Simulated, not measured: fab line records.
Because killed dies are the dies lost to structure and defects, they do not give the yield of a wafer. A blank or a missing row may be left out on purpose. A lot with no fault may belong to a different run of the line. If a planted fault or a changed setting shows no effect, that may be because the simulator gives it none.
Problem report, 8D (eight disciplines) form, completed by code ; flow gf180mcu ; the parts of the form that need people (team, actions taken, sign-off) are left out

## 1. THE PROBLEM
Across 3 wafers from 2 lots, PASSIVATION_CVD_02_THK at GF_PASSIVATION_THK_MEAS_03 averages 755 nm, while fault-free wafers read 702 nm with a standard deviation of 9.5. Measured from the usual mean, that is +5.5 standard deviations.
First observed at day 31 04:10: wafer L965.1, on filmMetro-03. At this step, 36 wafers from 12 lots have a number in the record. By rule, "out" or "out of limits" means more than 4 standard deviations away from the usual mean. The other wafers with a number count as sound.

## 2. WHAT IT IS; WHAT IT IS NOT
question;is;is not
which readings at this step;PASSIVATION_CVD_02_THK;-
which lots;L965, L966;L956, L957, L958, L960, L962, L963, L964, L976, L977, L978
which wafers of those lots;L965.1, L965.3, L966.1;L965.4, L966.4, L966.5
read on which gauges;filmMetro-03, filmMetro-04;filmMetro-02
when;from day 31 04:10;"up to then (22 sound wafers); but 11 sound wafers of L966, L976, L977, L978 came after"

## 3. SUSPECTS, AND WHAT RULES EACH OUT
Counting: any tool at a process step up to the reading remains a suspect provided it ran every lot that is out. Sound lots after the first of them don't rule it out here, since some wafers of a struck lot are sound.
- the gauge at GF_PASSIVATION_THK_MEAS_03 has been ruled out. Those wafers that are out were read across 2 gauges (filmMetro-03, filmMetro-04).
- pecvd-03 at GF_PASSIVATION_CVD_02 (deposits Si3N4, target thk 700 nm, time 486.18 s): kept. Ran every lot that is out, first one L965 (day 31 03:44); last sound lot up to then L964 (day 30 20:27).
The count leaves pecvd-03 at GF_PASSIVATION_CVD_02.

## 4. THE CAUSE (what the simulator had put in)
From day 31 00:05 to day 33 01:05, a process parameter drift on pecvd-03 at GF_PASSIVATION_CVD_02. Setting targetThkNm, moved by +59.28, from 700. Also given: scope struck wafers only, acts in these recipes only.
Only this tool survived the counting.

## 5. THE CHAIN OF EFFECTS, in route order
One row per reading whose mean, taken over the struck wafers that have a number, lies over 3 standard deviations from the usual. Only readings whose record carries a usual standard deviation are examined. hours: median over the lots of the time between each lot's start at the first step of this table that gives one and its start at this step. sigmas: the change, counted in usual standard deviations.
hours;step;reading;usual;on struck wafers;change;sigmas
0;GF_PASSIVATION_THK_MEAS_03;PASSIVATION_CVD_02_THK;702 nm;755;+53;+5.5

## 6. HOW IT WOULD HAVE BEEN CAUGHT EARLIER
The first out-of-limits reading at a measuring or inspecting step in this record came at day 31 04:10, 4 hours after the fault's start at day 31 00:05.
An alarm limit of 4 standard deviations would not have fired on the tool readings at GF_PASSIVATION_CVD_02 for which the record gives a usual standard deviation, since none of them was out on any struck wafer.
L966, from the lots that are out (2), started GF_PASSIVATION_CVD_02 on pecvd-03 later than day 31 04:10. A hold on the tool at that time would have spared it.
